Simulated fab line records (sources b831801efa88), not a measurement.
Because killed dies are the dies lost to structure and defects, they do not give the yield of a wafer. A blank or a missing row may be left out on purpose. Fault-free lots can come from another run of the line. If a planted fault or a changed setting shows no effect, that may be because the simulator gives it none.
Which tool did it? + flow sky130 + 42 wafers from 14 lots sampled at 3 of the route's 708 steps

WHAT EACH GAUGE READ, for each wafer
SKY_METAL5_RS_MEAS_05: a four-point-probe measurement. Usual: METAL5_ALCU_RS 0.02714 ohm/sq, standard deviation 0.00027.
| lot  | measured     | on           | METAL5_ALCU_RS (ohm/sq) | flag |
|------|--------------|--------------|-------------------------|------|
| L298 | day 42 17:37 | filmMetro-04 | 0.02699 0.02723 0.02717 |      |
| L300 | day 43 00:15 | filmMetro-01 | 0.02752 0.02788 0.02742 |      |
| L299 | day 43 10:30 | filmMetro-03 | 0.02742 0.02734 0.02735 |      |
| L301 | day 43 12:24 | filmMetro-03 | 0.02684 0.0273 0.02726  |      |
| L310 | day 47 21:29 | filmMetro-01 | 8.7899 8.793 8.7356     | OFF  |
| L311 | day 47 22:27 | filmMetro-01 | 8.7042 8.5938 8.6359    | OFF  |
| L314 | day 47 23:17 | filmMetro-04 | 0.02719 0.02731 0.02741 |      |
| L312 | day 48 00:47 | filmMetro-04 | 0.02753 0.02722 0.02735 |      |
| L317 | day 48 01:58 | filmMetro-01 | 0.02719 0.02718 0.02714 |      |
| L315 | day 48 02:17 | filmMetro-01 | 0.02715 0.02686 0.02705 |      |
| L318 | day 48 02:59 | filmMetro-01 | 0.0272 0.0272 0.02705   |      |
| L319 | day 48 03:28 | filmMetro-03 | 0.02731 0.02711 0.02706 |      |
| L320 | day 48 04:39 | filmMetro-01 | 0.02719 0.02704 0.02728 |      |
| L321 | day 48 07:04 | filmMetro-04 | 0.02737 0.02724 0.02747 |      |

SKY_METAL5_THK_MEAS_06: measures by xrf. Usual: METAL5_ALCU_THK 1170 nm, standard deviation 15.
| lot  | measured     | on           | METAL5_ALCU_THK (nm) | flag |
|------|--------------|--------------|----------------------|------|
| L298 | day 42 17:44 | filmMetro-04 | 1187 1176 1179       |      |
| L300 | day 43 00:21 | filmMetro-01 | 1156 1135 1153       |      |
| L299 | day 43 10:37 | filmMetro-03 | 1157 1159 1160       |      |
| L301 | day 43 12:31 | filmMetro-03 | 1188 1169 1167       |      |
| L310 | day 47 21:37 | filmMetro-01 | <1 <1 <1             | OFF  |
| L311 | day 47 22:33 | filmMetro-01 | <1 <1 <1             | OFF  |
| L314 | day 47 23:24 | filmMetro-04 | 1186 1183 1166       |      |
| L312 | day 48 00:54 | filmMetro-04 | 1158 1173 1170       |      |
| L317 | day 48 02:05 | filmMetro-01 | 1164 1165 1169       |      |
| L315 | day 48 02:24 | filmMetro-01 | 1170 1182 1175       |      |
| L318 | day 48 03:05 | filmMetro-01 | 1156 1158 1164       |      |
| L319 | day 48 03:35 | filmMetro-03 | 1158 1167 1165       |      |
| L320 | day 48 04:45 | filmMetro-01 | 1157 1167 1158       |      |
| L321 | day 48 07:11 | filmMetro-04 | 1171 1168 1158       |      |

WHAT TOOL EACH LOT RAN ON (gives the tool, then ch and the chambers of the sampled wafers, and finally the start)
| lot  | SKY_METAL5_SPUTTER_02       |
|------|-----------------------------|
| L298 | pvdSputter-03, day 42 17:29 |
| L300 | pvdSputter-03, day 43 00:05 |
| L299 | pvdSputter-03, day 43 10:23 |
| L301 | pvdSputter-02, day 43 12:17 |
| L310 | pvdSputter-01, day 47 21:23 |
| L311 | pvdSputter-02, day 47 22:17 |
| L314 | pvdSputter-01, day 47 23:10 |
| L312 | pvdSputter-01, day 48 00:40 |
| L317 | pvdSputter-01, day 48 01:52 |
| L315 | pvdSputter-01, day 48 02:10 |
| L318 | pvdSputter-02, day 48 02:50 |
| L319 | pvdSputter-02, day 48 03:21 |
| L320 | pvdSputter-02, day 48 04:29 |
| L321 | pvdSputter-02, day 48 06:56 |
- SKY_METAL5_SPUTTER_02: material AlCu, target thk 1150 nm, time 61.2 s.

WHAT THE TOOLS THEMSELVES READ (means of the sampled wafers that have a number; where no wafer has one, the mark that the record gives instead)
SKY_METAL5_SPUTTER_02. Usual: cathodeDcPowerW 10600 W, standard deviation 1.9; chamberPressurePa 0.3999 Pa, standard deviation 0.0009; throttleValvePct 30.3 %, standard deviation 1.
| lot  | tool          | cathodeDcPowerW (W) | chamberPressurePa (Pa) | throttleValvePct (%) | flag |
|------|---------------|---------------------|------------------------|----------------------|------|
| L298 | pvdSputter-03 | 10598               | 0.4001                 | 30.1                 |      |
| L300 | pvdSputter-03 | 10602               | 0.4001                 | 29.3                 |      |
| L299 | pvdSputter-03 | 10598               | 0.3999                 | 30.4                 |      |
| L301 | pvdSputter-02 | 10600               | 0.3988                 | 30.7                 |      |
| L310 | pvdSputter-01 | -                   | -                      | -                    | OFF  |
| L311 | pvdSputter-02 | -                   | -                      | -                    | OFF  |
| L314 | pvdSputter-01 | 10600               | 0.3994                 | 30.1                 |      |
| L312 | pvdSputter-01 | 10599               | 0.4000                 | 29.8                 |      |
| L317 | pvdSputter-01 | 10600               | 0.4006                 | 29.8                 |      |
| L315 | pvdSputter-01 | 10599               | 0.4004                 | 30.2                 |      |
| L318 | pvdSputter-02 | 10601               | 0.3997                 | 30.5                 |      |
| L319 | pvdSputter-02 | 10600               | 0.3989                 | 31.2                 |      |
| L320 | pvdSputter-02 | 10600               | 0.3994                 | 31.1                 |      |
| L321 | pvdSputter-02 | 10599               | 0.3998                 | 30.5                 |      |

THE ANSWER, worked out from the rows above alone
Rule: take the mean of a lot's wafers that have a number; if it is more than 3 standard deviations from the usual mean, the lot is off. Also off: a lot with no number at a reading for which 4 or more lots have one. All remaining lots with rows at the step are treated as sound. First the gauges in route order, then the tools' own readings, where a lot's mean is used as printed above. The first step at which some lot is off is used, and at that step the reading that is off furthest; a lot without a number counts as furthest.
Off: L310, L311, at SKY_METAL5_RS_MEAS_05 (METAL5_ALCU_RS).
A tool fits if, at a process step before that reading, it ran every lot that is off, and no sound lot after the first of them. The gauges at SKY_METAL5_RS_MEAS_05 aren't tried: what is off there is off at SKY_METAL5_SPUTTER_02 too, on other tools, and a gauge's error can't cause that. Of those tried, none fits.

WHAT WAS PUT IN BY THE SIMULATOR
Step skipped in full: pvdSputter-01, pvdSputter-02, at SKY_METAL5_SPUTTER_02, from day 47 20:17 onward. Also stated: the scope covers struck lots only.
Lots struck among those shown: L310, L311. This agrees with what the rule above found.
